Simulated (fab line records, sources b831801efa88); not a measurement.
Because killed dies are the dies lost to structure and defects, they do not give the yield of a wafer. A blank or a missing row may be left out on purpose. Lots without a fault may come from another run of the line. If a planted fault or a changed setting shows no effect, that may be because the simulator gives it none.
Which of the tools did it? | flow gf180mcu | 39 wafers from 13 lots sampled at 5 of the route's 602 steps

WHAT THE GAUGES READ, wafer by wafer
GF_NWELL_OVL_MEAS_07.
lot  | measured    | on         | NWELL_OVL (nm)
L280 | day 3 07:06 | overlay-01 | 0.4 0.1 1.4
L281 | day 3 15:05 | overlay-02 | -2.3 -1.4 -0.3
L283 | day 3 23:33 | overlay-01 | 1.9 2.1 3.3
L282 | day 3 23:42 | overlay-02 | 0.0 -0.1 0.9
L285 | day 4 08:38 | overlay-02 | 1.7 2.7 1.5
L288 | day 5 05:14 | overlay-01 | 0.1 1.4 3.5
L289 | day 5 07:45 | overlay-02 | 0.4 -0.1 1.2
L290 | day 5 17:54 | overlay-02 | 1.8 -1.0 0.2
L291 | day 5 21:48 | overlay-02 | -0.9 -0.7 -0.6
L292 | day 6 01:16 | overlay-01 | 1.9 -0.4 2.0
L293 | day 6 07:27 | overlay-02 | 2.2 2.3 2.2
L302 | day 8 06:10 | overlay-01 | - 0.5 0.5
L303 | day 8 15:58 | overlay-02 | 0.2 -0.2 -1.5

GF_NWELL_TW_MEAS_11.
lot  | measured    | on           | NWELL_TW
L280 | day 3 07:32 | filmMetro-01 | 1581 1560 1569
L281 | day 3 15:32 | filmMetro-02 | 1591 1595 1602
L283 | day 3 23:59 | filmMetro-02 | 1609 1605 1597
L282 | day 4 00:08 | filmMetro-03 | 1585 1579 1584
L285 | day 4 09:04 | filmMetro-03 | 1592 1586 1598
L288 | day 5 05:40 | filmMetro-01 | 1573 1572 1574
L289 | day 5 08:11 | filmMetro-02 | 1608 1593 1587
L290 | day 5 18:20 | filmMetro-01 | 1570 1572 1577
L291 | day 5 22:14 | filmMetro-02 | 1595 1595 1596
L292 | day 6 01:43 | filmMetro-02 | 1596 1600 1596
L293 | day 6 07:53 | filmMetro-02 | 1583 1597 1591
L302 | day 8 06:37 | filmMetro-02 | 30 1606 1595 31 1597 1600
L303 | day 8 16:24 | filmMetro-01 | 1566 1587 1575

GF_V2_RS_MEAS_24: measures by four-point-probe.
lot  | measured     | on           | V2_W_RS (ohm/sq)
L280 | day 20 00:29 | filmMetro-03 | 0.325 0.321 0.328
L281 | day 20 16:01 | filmMetro-03 | 0.335 0.332 0.332
L283 | day 21 02:53 | filmMetro-01 | 0.320 0.321 0.319
L282 | day 21 08:54 | filmMetro-03 | 0.329 0.324 0.328
L285 | day 21 23:23 | filmMetro-03 | 0.332 0.332 0.328
L288 | day 23 07:28 | filmMetro-01 | 0.321 0.322 0.327
L289 | day 23 12:14 | filmMetro-03 | 0.330 0.324 0.322
L290 | day 24 06:19 | filmMetro-03 | 0.334 0.329 0.333
L291 | day 24 07:46 | filmMetro-01 | 0.323 0.331 0.330
L292 | day 24 15:10 | filmMetro-01 | 0.331 0.327 0.330
L293 | day 24 22:14 | filmMetro-01 | 0.337 0.336 0.334
L302 | day 27 23:14 | filmMetro-02 | 0.328 0.332 0.327
L303 | day 28 02:15 | filmMetro-02 | 0.330 0.329 0.332

WHAT TOOL EACH LOT RAN ON (gives the tool, then ch and the chambers of the sampled wafers, and finally the start)
lot  | GF_NWELL_DEVELOP_06             | GF_M1_SPUTTER_04
L280 | lithoTrack-04 ch 0, day 3 06:00 | pvdSputter-01, day 15 20:35
L281 | lithoTrack-03 ch 0, day 3 14:00 | pvdSputter-02, day 16 10:45
L283 | lithoTrack-04 ch 0, day 3 23:00 | pvdSputter-03, day 16 20:53
L282 | lithoTrack-02 ch 0, day 3 23:00 | pvdSputter-01, day 17 04:01
L285 | lithoTrack-03 ch 0, day 4 08:00 | pvdSputter-02, day 17 18:47
L288 | lithoTrack-03 ch 0, day 5 05:00 | pvdSputter-01, day 19 02:34
L289 | lithoTrack-02 ch 0, day 5 07:00 | pvdSputter-02, day 19 09:25
L290 | lithoTrack-02 ch 0, day 5 17:00 | pvdSputter-03, day 20 04:10
L291 | lithoTrack-02 ch 0, day 5 21:00 | pvdSputter-01, day 20 06:04
L292 | lithoTrack-03 ch 0, day 6 01:00 | pvdSputter-01, day 20 12:40
L293 | lithoTrack-04 ch 0, day 6 07:00 | pvdSputter-01, day 20 21:46
L302 | lithoTrack-03 ch 0, day 8 06:00 | pvdSputter-02, day 24 03:53
L303 | lithoTrack-04 ch 0, day 8 15:00 | pvdSputter-01, day 24 07:08
- GF_NWELL_DEVELOP_06: develop time 60 s.
- GF_M1_SPUTTER_04: material TiN, target thk 50 nm, time 41.7 s.

AS READ BY THE TOOLS THEMSELVES (means over the sampled wafers that have a number; for cases with no such wafer, the mark the record gives instead)
GF_M1_SPUTTER_04.
lot  | tool          | throttleValvePct (%)
L280 | pvdSputter-01 | 31.1
L281 | pvdSputter-02 | 31.1
L283 | pvdSputter-03 | 29.8
L282 | pvdSputter-01 | 31.4
L285 | pvdSputter-02 | 31.0
L288 | pvdSputter-01 | 30.8
L289 | pvdSputter-02 | 30.4
L290 | pvdSputter-03 | 29.2
L291 | pvdSputter-01 | 30.8
L292 | pvdSputter-01 | 30.9
L293 | pvdSputter-01 | 30.7
L302 | pvdSputter-02 | 31.0
L303 | pvdSputter-01 | 31.1

THE ANSWER, worked out from the rows above alone
Rule: the lots themselves supply what counts as usual. Put in order of their means at a reading, lots are off if they are a third of the lots or fewer, leave a main group of 4 or more, and stand apart from it by a gap of 3 or more times the standard deviation of the main group's means; of several such gaps the widest counts. A main group is skipped when, at the precision printed for the reading in the tables above, its means are all equal. A lot without any number at a reading at which 4 lots or more have one is off too. Any other lot the step has rows for is counted as sound. First the gauges in route order, then the tools' own readings, where a lot's mean is used as printed above. The first step at which some lot is off is used, and at that step the reading that is off furthest; a lot without a number counts as furthest.
Off: at GF_NWELL_TW_MEAS_11 (NWELL_TW), L302. The main group has a mean of 1587 with a standard deviation of 11.
A tool fits if, at a process step before that reading, it ran every lot that is off, and no sound lot after the first of them. Gauges at GF_NWELL_TW_MEAS_11: tried the same way as those tools. Undecided on this evidence; 2 tools fit (lithoTrack-03 at GF_NWELL_DEVELOP_06, filmMetro-02 at GF_NWELL_TW_MEAS_11).

WHAT HAD BEEN PUT IN BY THE SIMULATOR
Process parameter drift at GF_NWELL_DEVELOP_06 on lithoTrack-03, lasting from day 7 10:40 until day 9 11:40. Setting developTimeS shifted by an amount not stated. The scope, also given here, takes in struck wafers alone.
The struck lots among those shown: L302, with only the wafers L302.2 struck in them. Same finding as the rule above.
